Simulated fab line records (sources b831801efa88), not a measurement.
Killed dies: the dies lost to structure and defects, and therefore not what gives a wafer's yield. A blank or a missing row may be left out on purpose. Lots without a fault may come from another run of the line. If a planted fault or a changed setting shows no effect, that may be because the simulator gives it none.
fab line records :: flow sky130 :: part 2 of 2: steps 27 to 37 of 37
record:
  lots: 5
  wafers: 15
  last_day: 50
route steps=708 shown VIA4@657 METAL5@661 PASSIVATION@681
lots that met no fault: taken from a fault-free run of the same line
start_h: start of the lot's first displayed wafer, in hours after the record's first day :: wait_h: how many hours have passed since the lot's step before this one :: " identical to the entry in the row above :: L1.1+2: a row that stands for several wafers :: - either no value or no given start :: * or withheld: withheld :: < > ~ a bound
route shown NAME@n: a module of which the file shows steps, and the number in the route of the first :: usual: average and standard deviation across the fault-free wafers :: same: alike in all rows :: chamber/n: place in a boat :: sites: each site's reading :: _std_site: the standard deviation of these :: _edge_site: outer sites' mean less inner sites' :: radius_mm: for every site, how far away it sits from the centre of the wafer :: mask NAME#n: copy n :: behind: the tool/chamber that last shaped the wafer :: hold: the reason the lot was held/the length of the hold in hours/how it ended :: device: names the non-switching transistor (n, p or np) :: end of line: at the end of the route, the tests of the same wafers :: a step without rows: its recipe alone :: killed: dies lost to structure and defects at the first sort, not the wafer's yield :: map: a wafer's dies, x killed, . not, _ none there
set.NAME: the setting as run; set.NAME@STEP: as run at that earlier step :: model.NAME: the simulator's own value behind a step, which no gauge read
lots seen at some steps along the route; tables by step, rows by wafer
services: when a tool's chamber went out of use (start_h, in hours from the record's first day, below 0 if earlier), for how many hours, and the reason
== steps ==
step: SKY_PASSIVATION_CVD_02
recipe:
  material: Si3N4
  target_thk_nm: 540
  temp_c: 400
  time_s: withheld
  rf_w: 450
usual:
  heater_power_w: 774/120
lot.wafer: L074.2
tool: pecvd-02
chamber: 2
start_h: 1026.01
wait_h: 0.0
heater_power_w: 613

lot.wafer: L074.3
tool: pecvd-02
chamber: 0
start_h: 1026.01
wait_h: 0.0
heater_power_w: 720

lot.wafer: L074.4
tool: pecvd-02
chamber: 2
start_h: 1026.01
wait_h: 0.0
heater_power_w: 621

lot.wafer: L075.1
tool: pecvd-02
chamber: 2
start_h: 1031.46
wait_h: 0.1
heater_power_w: 571

lot.wafer: L075.4
tool: pecvd-02
chamber: 0
start_h: 1031.46
wait_h: 0.1
heater_power_w: 699

lot.wafer: L075.5
tool: pecvd-02
chamber: 1
start_h: 1031.46
wait_h: 0.1
heater_power_w: 805

lot.wafer: L084.1
tool: pecvd-01
chamber: 2
start_h: 1083.64
wait_h: 0.1
heater_power_w: 937

lot.wafer: L084.4
tool: pecvd-01
chamber: 0
start_h: 1083.64
wait_h: 0.1
heater_power_w: 776

lot.wafer: L084.6
tool: pecvd-01
chamber: 2
start_h: 1083.64
wait_h: 0.1
heater_power_w: 962

lot.wafer: L090.4
tool: pecvd-01
chamber: 0
start_h: 1142.46
wait_h: 0.1
heater_power_w: 785

lot.wafer: L090.5
tool: pecvd-01
chamber: 2
start_h: 1142.46
wait_h: 0.1
heater_power_w: 993

lot.wafer: L090.6
tool: pecvd-01
chamber: 1
start_h: 1142.46
wait_h: 0.1
heater_power_w: 860

lot.wafer: L096.1
tool: pecvd-03
chamber: 1
start_h: 1154.80
wait_h: 0.1
heater_power_w: 775

lot.wafer: L096.2
tool: pecvd-03
chamber: 0
start_h: 1154.80
wait_h: 0.1
heater_power_w: 738

lot.wafer: L096.3
tool: pecvd-03
chamber: 2
start_h: 1154.80
wait_h: 0.1
heater_power_w: 855
step: SKY_PASSIVATION_THK_MEAS_03
recipe:
  reads: Si3N4_of_PASSIVATION_CVD_02
usual:
  PASSIVATION_CVD_02_THK: 536/7.4
lot.wafer: L074.2
tool: film_metro-02
chamber: -
start_h: 1026.24
wait_h: -
PASSIVATION_CVD_02_THK[nm]: 532

lot.wafer: L074.3
tool: film_metro-02
chamber: -
start_h: 1026.24
wait_h: -
PASSIVATION_CVD_02_THK[nm]: 523

lot.wafer: L074.4
tool: film_metro-02
chamber: -
start_h: 1026.24
wait_h: -
PASSIVATION_CVD_02_THK[nm]: 542

lot.wafer: L075.1
tool: film_metro-01
chamber: -
start_h: 1031.68
wait_h: -
PASSIVATION_CVD_02_THK[nm]: 535

lot.wafer: L075.4
tool: film_metro-01
chamber: -
start_h: 1031.68
wait_h: -
PASSIVATION_CVD_02_THK[nm]: 533

lot.wafer: L075.5
tool: film_metro-01
chamber: -
start_h: 1031.68
wait_h: -
PASSIVATION_CVD_02_THK[nm]: 533

lot.wafer: L084.1
tool: film_metro-01
chamber: -
start_h: 1083.87
wait_h: -
PASSIVATION_CVD_02_THK[nm]: 534

lot.wafer: L084.4
tool: film_metro-01
chamber: -
start_h: 1083.87
wait_h: -
PASSIVATION_CVD_02_THK[nm]: 546

lot.wafer: L084.6
tool: film_metro-01
chamber: -
start_h: 1083.87
wait_h: -
PASSIVATION_CVD_02_THK[nm]: 536

lot.wafer: L090.4
tool: film_metro-02
chamber: -
start_h: 1142.60
wait_h: -
PASSIVATION_CVD_02_THK[nm]: 531

lot.wafer: L090.5
tool: film_metro-02
chamber: -
start_h: 1142.60
wait_h: -
PASSIVATION_CVD_02_THK[nm]: 527

lot.wafer: L090.6
tool: film_metro-02
chamber: -
start_h: 1142.60
wait_h: -
PASSIVATION_CVD_02_THK[nm]: 541

lot.wafer: L096.1
tool: film_metro-01
chamber: -
start_h: 1155.03
wait_h: -
PASSIVATION_CVD_02_THK[nm]: 532

lot.wafer: L096.2
tool: film_metro-01
chamber: -
start_h: 1155.03
wait_h: -
PASSIVATION_CVD_02_THK[nm]: 536

lot.wafer: L096.3
tool: film_metro-01
chamber: -
start_h: 1155.03
wait_h: -
PASSIVATION_CVD_02_THK[nm]: 529
step: SKY_PASSIVATION_DEHYDRATE_04
recipe:
  temp_c: 200
  time_s: 60
usual:
  plate_temp_C: 199.97/0.16
lot.wafer: L074.2
tool: litho_track-04
chamber: 0
start_h: 1036.93
wait_h: 10.7
plate_temp_C: 199.90

lot.wafer: L074.3
tool: litho_track-04
chamber: 0
start_h: 1036.93
wait_h: 10.7
plate_temp_C: 199.96

lot.wafer: L074.4
tool: litho_track-04
chamber: 0
start_h: 1036.93
wait_h: 10.7
plate_temp_C: 199.95

lot.wafer: L075.1
tool: litho_track-01
chamber: 0
start_h: 1042.70
wait_h: 11.0
plate_temp_C: 200.30

lot.wafer: L075.4
tool: litho_track-01
chamber: 0
start_h: 1042.70
wait_h: 11.0
plate_temp_C: 200.25

lot.wafer: L075.5
tool: litho_track-01
chamber: 0
start_h: 1042.70
wait_h: 11.0
plate_temp_C: 200.02

lot.wafer: L084.1
tool: litho_track-04
chamber: 0
start_h: 1093.60
wait_h: 9.7
plate_temp_C: 200.17

lot.wafer: L084.4
tool: litho_track-04
chamber: 0
start_h: 1093.60
wait_h: 9.7
plate_temp_C: 200.02

lot.wafer: L084.6
tool: litho_track-04
chamber: 0
start_h: 1093.60
wait_h: 9.7
plate_temp_C: 200.00

lot.wafer: L090.4
tool: litho_track-01
chamber: 0
start_h: 1150.83
wait_h: 8.2
plate_temp_C: 199.96

lot.wafer: L090.5
tool: litho_track-01
chamber: 0
start_h: 1150.83
wait_h: 8.2
plate_temp_C: 199.92

lot.wafer: L090.6
tool: litho_track-01
chamber: 0
start_h: 1150.83
wait_h: 8.2
plate_temp_C: 200.23

lot.wafer: L096.1
tool: litho_track-04
chamber: 0
start_h: 1163.10
wait_h: 8.1
plate_temp_C: 200.00

lot.wafer: L096.2
tool: litho_track-04
chamber: 0
start_h: 1163.10
wait_h: 8.1
plate_temp_C: 199.98

lot.wafer: L096.3
tool: litho_track-04
chamber: 0
start_h: 1163.10
wait_h: 8.1
plate_temp_C: 199.85
step: SKY_PASSIVATION_HMDS_05
recipe:
  prime_time_s: 60
  prime_temp_c: 120
lot.wafer: L074.2+3+4
tool: litho_track-04
chamber: 0
start_h: 1037.08
wait_h: 0.1

lot.wafer: L075.1+4+5
tool: litho_track-01
chamber: 0
start_h: 1042.85
wait_h: 0.1

lot.wafer: L084.1+4+6
tool: litho_track-04
chamber: 0
start_h: 1093.75
wait_h: 0.1

lot.wafer: L090.4+5+6
tool: litho_track-01
chamber: 0
start_h: 1150.98
wait_h: 0.1

lot.wafer: L096.1+2+3
tool: litho_track-04
chamber: 0
start_h: 1163.25
wait_h: 0.1
step: SKY_PASSIVATION_COAT_06
recipe:
  spin_rpm: 2000
  resist_thk_nm: 3000
lot.wafer: L074.2+3+4
tool: litho_track-04
chamber: 0
start_h: 1037.23
wait_h: 0.1

lot.wafer: L075.1+4+5
tool: litho_track-01
chamber: 0
start_h: 1043.00
wait_h: 0.1

lot.wafer: L084.1+4+6
tool: litho_track-04
chamber: 0
start_h: 1093.90
wait_h: 0.1

lot.wafer: L090.4+5+6
tool: litho_track-01
chamber: 0
start_h: 1151.13
wait_h: 0.1

lot.wafer: L096.1+2+3
tool: litho_track-04
chamber: 0
start_h: 1163.40
wait_h: 0.1
step: SKY_PASSIVATION_SOFTBAKE_07
recipe:
  temp_c: 110
  time_s: withheld
usual:
  plate_temp_C: 110.01/0.15
lot.wafer: L074.2
tool: litho_track-04
chamber: 0
start_h: 1037.39
wait_h: 0.1
plate_temp_C: 110.26

lot.wafer: L074.3
tool: litho_track-04
chamber: 0
start_h: 1037.39
wait_h: 0.1
plate_temp_C: 109.88

lot.wafer: L074.4
tool: litho_track-04
chamber: 0
start_h: 1037.39
wait_h: 0.1
plate_temp_C: 110.05

lot.wafer: L075.1
tool: litho_track-01
chamber: 0
start_h: 1043.15
wait_h: 0.1
plate_temp_C: 110.04

lot.wafer: L075.4
tool: litho_track-01
chamber: 0
start_h: 1043.15
wait_h: 0.1
plate_temp_C: 109.93

lot.wafer: L075.5
tool: litho_track-01
chamber: 0
start_h: 1043.15
wait_h: 0.1
plate_temp_C: 110.16

lot.wafer: L084.1
tool: litho_track-04
chamber: 0
start_h: 1094.05
wait_h: 0.1
plate_temp_C: 110.25

lot.wafer: L084.4
tool: litho_track-04
chamber: 0
start_h: 1094.05
wait_h: 0.1
plate_temp_C: 109.96

lot.wafer: L084.6
tool: litho_track-04
chamber: 0
start_h: 1094.05
wait_h: 0.1
plate_temp_C: 110.16

lot.wafer: L090.4
tool: litho_track-01
chamber: 0
start_h: 1151.30
wait_h: 0.1
plate_temp_C: 109.96

lot.wafer: L090.5
tool: litho_track-01
chamber: 0
start_h: 1151.30
wait_h: 0.1
plate_temp_C: 109.84

lot.wafer: L090.6
tool: litho_track-01
chamber: 0
start_h: 1151.30
wait_h: 0.1
plate_temp_C: 109.81

lot.wafer: L096.1
tool: litho_track-04
chamber: 0
start_h: 1163.55
wait_h: 0.1
plate_temp_C: 110.10

lot.wafer: L096.2
tool: litho_track-04
chamber: 0
start_h: 1163.55
wait_h: 0.1
plate_temp_C: 109.97

lot.wafer: L096.3
tool: litho_track-04
chamber: 0
start_h: 1163.55
wait_h: 0.1
plate_temp_C: 110.22
step: SKY_PASSIVATION_EXPOSE_08
recipe:
  mask_id: NSM
  target_cd_nm: 3000
  na: 0.57
  dose_mj: 260
lot.wafer: L074.2+3+4
tool: iline_stepper-01
chamber: 0
start_h: -
wait_h: -
mask: NSM#0

lot.wafer: L075.1+4+5
tool: iline_stepper-01
chamber: 0
start_h: -
wait_h: -
mask: NSM#0

lot.wafer: L084.1+4+6
tool: iline_stepper-02
chamber: 0
start_h: -
wait_h: -
mask: NSM#0

lot.wafer: L090.4+5+6
tool: iline_stepper-01
chamber: 0
start_h: -
wait_h: -
mask: NSM#0

lot.wafer: L096.1+2+3
tool: iline_stepper-02
chamber: 0
start_h: -
wait_h: -
mask: NSM#0
step: SKY_PASSIVATION_PEB_09
recipe:
  temp_c: 115
  time_s: withheld
usual:
  plate_temp_C: 114.96/0.13
lot.wafer: L074.2
tool: litho_track-01
chamber: 0
start_h: -
wait_h: -
plate_temp_C: 114.91

lot.wafer: L074.3
tool: litho_track-01
chamber: 0
start_h: -
wait_h: -
plate_temp_C: 114.83

lot.wafer: L074.4
tool: litho_track-01
chamber: 0
start_h: -
wait_h: -
plate_temp_C: 114.83

lot.wafer: L075.1
tool: litho_track-04
chamber: 0
start_h: -
wait_h: -
plate_temp_C: 115.18

lot.wafer: L075.4
tool: litho_track-04
chamber: 0
start_h: -
wait_h: -
plate_temp_C: 114.95

lot.wafer: L075.5
tool: litho_track-04
chamber: 0
start_h: -
wait_h: -
plate_temp_C: 115.14

lot.wafer: L084.1
tool: litho_track-01
chamber: 0
start_h: -
wait_h: -
plate_temp_C: 115.00

lot.wafer: L084.4
tool: litho_track-01
chamber: 0
start_h: -
wait_h: -
plate_temp_C: 115.15

lot.wafer: L084.6
tool: litho_track-01
chamber: 0
start_h: -
wait_h: -
plate_temp_C: 115.00

lot.wafer: L090.4
tool: litho_track-04
chamber: 0
start_h: -
wait_h: -
plate_temp_C: 115.01

lot.wafer: L090.5
tool: litho_track-04
chamber: 0
start_h: -
wait_h: -
plate_temp_C: 115.10

lot.wafer: L090.6
tool: litho_track-04
chamber: 0
start_h: -
wait_h: -
plate_temp_C: 115.05

lot.wafer: L096.1
tool: litho_track-04
chamber: 0
start_h: -
wait_h: -
plate_temp_C: 114.80

lot.wafer: L096.2
tool: litho_track-04
chamber: 0
start_h: -
wait_h: -
plate_temp_C: 114.85

lot.wafer: L096.3
tool: litho_track-04
chamber: 0
start_h: -
wait_h: -
plate_temp_C: 114.80
step: SKY_PASSIVATION_DEVELOP_10
recipe:
  develop_time_s: 60
  dev_temp_c: 23
lot.wafer: L074.2+3+4
tool: litho_track-01
chamber: 0
start_h: -
wait_h: -

lot.wafer: L075.1+4+5
tool: litho_track-04
chamber: 0
start_h: -
wait_h: -

lot.wafer: L084.1+4+6
tool: litho_track-01
chamber: 0
start_h: -
wait_h: -

lot.wafer: L090.4+5+6
tool: litho_track-04
chamber: 0
start_h: -
wait_h: -

lot.wafer: L096.1+2+3
tool: litho_track-04
chamber: 0
start_h: -
wait_h: -
step: SKY_PASSIVATION_ETCH_11
recipe:
  chemistry: CF4/O2
  target_depth_nm: 725
  stop_on: AlCu
  source_w: 800
  bias_w: 150
  pressure_mtorr: 150
  cf4_flow_sccm: 80
  O2_flow_sccm: 10
  time_s: 161.1
usual:
  cf4_flow_sccm: 80.05/0.22
  drypump_motor_current_A: 5.4/0.32
  oes_product_au: 0.975/0.0076
  throttle_valve_pct: 5.963/0.0096
lot.wafer: L074.2
tool: rie_diel-03
chamber: 1
start_h: 1048.40
wait_h: -
cf4_flow_sccm: 80.13
drypump_motor_current_A: 5.4
oes_product_au: 0.970
rf_hours_counter_h: 16
throttle_valve_pct: 5.959

lot.wafer: L074.3
tool: rie_diel-03
chamber: 3
start_h: 1048.40
wait_h: -
cf4_flow_sccm: 80.05
drypump_motor_current_A: 5.0
oes_product_au: 0.965
rf_hours_counter_h: 13
throttle_valve_pct: 5.959

lot.wafer: L074.4
tool: rie_diel-03
chamber: 2
start_h: 1048.40
wait_h: -
cf4_flow_sccm: 80.06
drypump_motor_current_A: 5.3
oes_product_au: 0.967
rf_hours_counter_h: 24
throttle_valve_pct: 5.948

lot.wafer: L075.1
tool: rie_diel-03
chamber: 3
start_h: 1054.25
wait_h: -
cf4_flow_sccm: 80.17
drypump_motor_current_A: 4.9
oes_product_au: 0.962
rf_hours_counter_h: 13
throttle_valve_pct: 5.962

lot.wafer: L075.4
tool: rie_diel-03
chamber: 0
start_h: 1054.25
wait_h: -
cf4_flow_sccm: 80.22
drypump_motor_current_A: 5.4
oes_product_au: 0.979
rf_hours_counter_h: 20
throttle_valve_pct: 5.963

lot.wafer: L075.5
tool: rie_diel-03
chamber: 2
start_h: 1054.25
wait_h: -
cf4_flow_sccm: 80.06
drypump_motor_current_A: 5.3
oes_product_au: 0.971
rf_hours_counter_h: -
throttle_valve_pct: 5.951

lot.wafer: L084.1
tool: rie_diel-03
chamber: 3
start_h: 1104.45
wait_h: -
cf4_flow_sccm: 80.12
drypump_motor_current_A: 5.0
oes_product_au: 0.975
rf_hours_counter_h: 15
throttle_valve_pct: 5.962

lot.wafer: L084.4
tool: rie_diel-03
chamber: 0
start_h: 1104.45
wait_h: -
cf4_flow_sccm: 80.18
drypump_motor_current_A: 5.4
oes_product_au: 0.984
rf_hours_counter_h: 22
throttle_valve_pct: 5.959

lot.wafer: L084.6
tool: rie_diel-03
chamber: 2
start_h: 1104.45
wait_h: -
cf4_flow_sccm: 79.61
drypump_motor_current_A: 5.2
oes_product_au: 0.967
rf_hours_counter_h: -
throttle_valve_pct: 5.952

lot.wafer: L090.4
tool: rie_diel-03
chamber: 3
start_h: 1159.95
wait_h: -
cf4_flow_sccm: 80.06
drypump_motor_current_A: 4.9
oes_product_au: 0.969
rf_hours_counter_h: 16
throttle_valve_pct: 5.972

lot.wafer: L090.5
tool: rie_diel-03
chamber: 0
start_h: 1159.95
wait_h: -
cf4_flow_sccm: 80.36
drypump_motor_current_A: 5.5
oes_product_au: 0.962
rf_hours_counter_h: -
throttle_valve_pct: 5.974

lot.wafer: L090.6
tool: rie_diel-03
chamber: 3
start_h: 1159.95
wait_h: -
cf4_flow_sccm: 80.09
drypump_motor_current_A: 4.9
oes_product_au: 0.985
rf_hours_counter_h: -
throttle_valve_pct: 5.978

lot.wafer: L096.1
tool: rie_diel-02
chamber: 1
start_h: 1172.50
wait_h: -
cf4_flow_sccm: 80.14
drypump_motor_current_A: 5.8
oes_product_au: 0.977
rf_hours_counter_h: 16
throttle_valve_pct: 5.965

lot.wafer: L096.2
tool: rie_diel-02
chamber: 3
start_h: 1172.50
wait_h: -
cf4_flow_sccm: 79.85
drypump_motor_current_A: 5.8
oes_product_au: 0.972
rf_hours_counter_h: 31
throttle_valve_pct: 5.956

lot.wafer: L096.3
tool: rie_diel-02
chamber: 0
start_h: 1172.50
wait_h: -
cf4_flow_sccm: 79.54
drypump_motor_current_A: 5.1
oes_product_au: 0.968
rf_hours_counter_h: 20
throttle_valve_pct: 5.958
step: SKY_PASSIVATION_STRIP_12
recipe:
  chemistry: O2/N2
  power_w: 1400
  pressure_mtorr: 1500
  platen_temp_c: withheld
  overash_fraction: 0.7
  o2_flow_sccm: 3000
  n2_flow_sccm: 300
usual:
  drypump_motor_current_A: 5.8/0.42
  oes_product_au: 0.661/0.0048
  strip_time_to_endpoint_s: 31.57/0.14
lot.wafer: L074.2
tool: plasma_asher-04
chamber: 0
start_h: 1048.51
wait_h: 0.1
drypump_motor_current_A: 5.8
oes_product_au: 0.661
rf_hours_counter_h: 62
strip_time_to_endpoint_s: 31.90

lot.wafer: L074.3
tool: plasma_asher-04
chamber: 0
start_h: 1048.51
wait_h: 0.1
drypump_motor_current_A: 5.8
oes_product_au: 0.665
rf_hours_counter_h: -
strip_time_to_endpoint_s: 31.68

lot.wafer: L074.4
tool: plasma_asher-04
chamber: 1
start_h: 1048.51
wait_h: 0.1
drypump_motor_current_A: 6.0
oes_product_au: 0.658
rf_hours_counter_h: -
strip_time_to_endpoint_s: 31.91

lot.wafer: L075.1
tool: plasma_asher-04
chamber: 0
start_h: 1054.36
wait_h: 0.1
drypump_motor_current_A: 5.7
oes_product_au: 0.662
rf_hours_counter_h: 62
strip_time_to_endpoint_s: 31.27

lot.wafer: L075.4
tool: plasma_asher-04
chamber: 0
start_h: 1054.36
wait_h: 0.1
drypump_motor_current_A: 5.7
oes_product_au: 0.659
rf_hours_counter_h: -
strip_time_to_endpoint_s: 31.35

lot.wafer: L075.5
tool: plasma_asher-04
chamber: 0
start_h: 1054.36
wait_h: 0.1
drypump_motor_current_A: 5.7
oes_product_au: 0.661
rf_hours_counter_h: -
strip_time_to_endpoint_s: 31.46

lot.wafer: L084.1
tool: plasma_asher-04
chamber: 1
start_h: 1104.56
wait_h: 0.1
drypump_motor_current_A: 6.0
oes_product_au: 0.661
rf_hours_counter_h: 67
strip_time_to_endpoint_s: 31.36

lot.wafer: L084.4
tool: plasma_asher-04
chamber: 0
start_h: 1104.56
wait_h: 0.1
drypump_motor_current_A: 5.7
oes_product_au: 0.659
rf_hours_counter_h: -
strip_time_to_endpoint_s: 31.46

lot.wafer: L084.6
tool: plasma_asher-04
chamber: 1
start_h: 1104.56
wait_h: 0.1
drypump_motor_current_A: 6.0
oes_product_au: 0.657
rf_hours_counter_h: -
strip_time_to_endpoint_s: 31.62

lot.wafer: L090.4
tool: plasma_asher-03
chamber: 1
start_h: 1160.09
wait_h: 0.1
drypump_motor_current_A: 6.2
oes_product_au: 0.657
rf_hours_counter_h: -
strip_time_to_endpoint_s: 31.33

lot.wafer: L090.5
tool: plasma_asher-03
chamber: 1
start_h: 1160.09
wait_h: 0.1
drypump_motor_current_A: 6.2
oes_product_au: 0.670
rf_hours_counter_h: -
strip_time_to_endpoint_s: 31.46

lot.wafer: L090.6
tool: plasma_asher-03
chamber: 0
start_h: 1160.09
wait_h: 0.1
drypump_motor_current_A: 6.1
oes_product_au: 0.661
rf_hours_counter_h: -
strip_time_to_endpoint_s: 31.41

lot.wafer: L096.1
tool: plasma_asher-02
chamber: 0
start_h: 1172.61
wait_h: 0.1
drypump_motor_current_A: 5.1
oes_product_au: 0.663
rf_hours_counter_h: 105
strip_time_to_endpoint_s: 31.61

lot.wafer: L096.2
tool: plasma_asher-02
chamber: 1
start_h: 1172.61
wait_h: 0.1
drypump_motor_current_A: 6.2
oes_product_au: 0.656
rf_hours_counter_h: 105
strip_time_to_endpoint_s: 31.51

lot.wafer: L096.3
tool: plasma_asher-02
chamber: 1
start_h: 1172.61
wait_h: 0.1
drypump_motor_current_A: 6.2
oes_product_au: 0.665
rf_hours_counter_h: -
strip_time_to_endpoint_s: 31.42
== services ==
tool: rie_diel-03
chamber: 0
start_h: 978.39
hours: 14.0
kind: repair

tool: wet_bench-03
chamber: -
start_h: 982.76
hours: 2.6
kind: repair

tool: cmp-02
chamber: -
start_h: 988.06
hours: 0.8
kind: repair

tool: rie_metal-04
chamber: 0
start_h: 988.36
hours: 15.6
kind: repair

tool: pvd_sputter-03
chamber: -
start_h: 999.83
hours: 1.9
kind: repair

tool: pvd_sputter-01
chamber: -
start_h: 1008.39
hours: 2.2
kind: repair

tool: pecvd-01
chamber: 1
start_h: 1019.66
hours: 4.4
kind: repair

tool: pecvd-01
chamber: -
start_h: 1025.72
hours: 0.9
kind: repair

tool: pvd_sputter-03
chamber: -
start_h: 1029.83
hours: 0.6
kind: repair

tool: iline_stepper-01
chamber: -
start_h: 1035.34
hours: 1.7
kind: pm

tool: pecvd-03
chamber: 0
start_h: 1040.67
hours: 20.7
kind: repair

tool: rie_diel-03
chamber: -
start_h: 1047.44
hours: 0.3
kind: repair

tool: rie_metal-04
chamber: 1
start_h: 1048.15
hours: 2.4
kind: repair

tool: pvd_sputter-03
chamber: -
start_h: 1054.86
hours: 1.7
kind: repair

tool: wet_bench-03
chamber: -
start_h: 1055.86
hours: 1.6
kind: repair

tool: pvd_sputter-03
chamber: -
start_h: 1069.94
hours: 2.9
kind: repair

tool: rie_diel-03
chamber: 3
start_h: 1091.19
hours: 3.0
kind: repair

tool: iline_stepper-02
chamber: -
start_h: 1101.75
hours: 1.7
kind: pm

tool: iline_stepper-01
chamber: -
start_h: 1116.74
hours: 0.8
kind: pm

tool: rie_diel-03
chamber: -
start_h: 1121.25
hours: 14.6
kind: pm

tool: rie_metal-03
chamber: 1
start_h: 1123.39
hours: 12.9
kind: repair

tool: pvd_sputter-01
chamber: -
start_h: 1130.45
hours: 3.5
kind: repair

tool: rie_diel-03
chamber: 1
start_h: 1139.88
hours: 9.1
kind: repair

tool: rie_metal-04
chamber: 0
start_h: 1148.82
hours: 17.1
kind: repair
